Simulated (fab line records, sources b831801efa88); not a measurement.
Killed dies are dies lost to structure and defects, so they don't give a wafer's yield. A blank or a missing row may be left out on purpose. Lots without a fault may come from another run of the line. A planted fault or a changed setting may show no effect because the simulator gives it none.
Chamber matching | flow gf180mcu | GF_V1_CMP_26 on cmp-02: 4 sister chambers
The step polishes, stops on SiO2, t overpolish 15 s, target thk 0 nm. 14 wafers are shown with their chamber, then 6 later ones without.

WAFERS WITH THEIR CHAMBER
wafer  | chamber | motor_current_A (A) | time_to_endpoint_s (s) | overpolish_run_s (s)
L815.1 | 3       | 10.5                | 89                     | 15.010
L815.2 | 1       | 10.3                | 83                     | 15.016
L815.6 | 3       | 11.0                | 86                     | 14.983
L819.1 | 2       | 9.6                 | 89                     | 14.993
L819.4 | 0       | 11.4                | 88                     | 14.999
L819.5 | 2       | 10.3                | 95                     | 15.010
L824.2 | 2       | 9.9                 | 91                     | 14.986
L824.3 | 3       | 10.4                | 86                     | 15.002
L824.4 | 1       | 10.4                | 87                     | 14.994
L826.3 | 1       | 10.8                | 88                     | 15.011
L826.6 | 3       | 10.7                | 85                     | 15.001
L828.1 | 3       | 10.3                | 88                     | 15.008
L828.2 | 1       | 10.7                | 86                     | 15.010
L828.5 | 2       | 9.5                 | 92                     | 14.999

SIGNATURES (means of the wafers above)
reading            | chamber 0 | chamber 1 | chamber 2 | chamber 3 | scatter within a chamber
motor_current_A    | 11.400    | 10.550    | 9.825     | 10.580    | 0.294
time_to_endpoint_s | 88.00     | 86.00     | 91.75     | 86.80     | 2.09
overpolish_run_s   | 14.99900  | 15.00775  | 14.99700  | 15.00080  | 0.0102
Rule: a wafer's distance from a chamber is the root of the sum, over the readings, of the square of ((its reading less the chamber's mean) divided by the reading's scatter). The wafer belongs to the nearest chamber; if the next one is less than 2 further off, it can't be placed. The scatter: the root of (the sum of the squares of (reading less its chamber's mean) over the shown wafers, divided by (wafers less chambers)).

WAFERS WITHOUT THEIR CHAMBER
wafer  | motor_current_A (A) | time_to_endpoint_s (s) | overpolish_run_s (s)
L830.2 | 11.3                | 86                     | 14.988
L830.3 | 9.7                 | 97                     | 15.016
L830.5 | 9.9                 | 92                     | 15.012
L835.1 | 10.9                | 88                     | 15.001
L835.4 | 10.4                | 89                     | 14.998
L835.5 | 10.2                | 90                     | 15.003

WHICH CHAMBER EACH WENT THROUGH
wafer  | from the rows above          | in truth
L830.2 | can't be placed: 0 or 3 or 1 | 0
L830.3 | 2                            | 2
L830.5 | 2                            | 2
L835.1 | can't be placed: 3 or 1 or 0 | 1
L835.4 | can't be placed: 3 or 1 or 2 | 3
L835.5 | can't be placed: 2 or 3 or 1 | 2
Placed correctly: 2 of 6. Can't be placed from these rows: 4 (the true chamber is among the candidates in 4). Placed wrongly: 0.
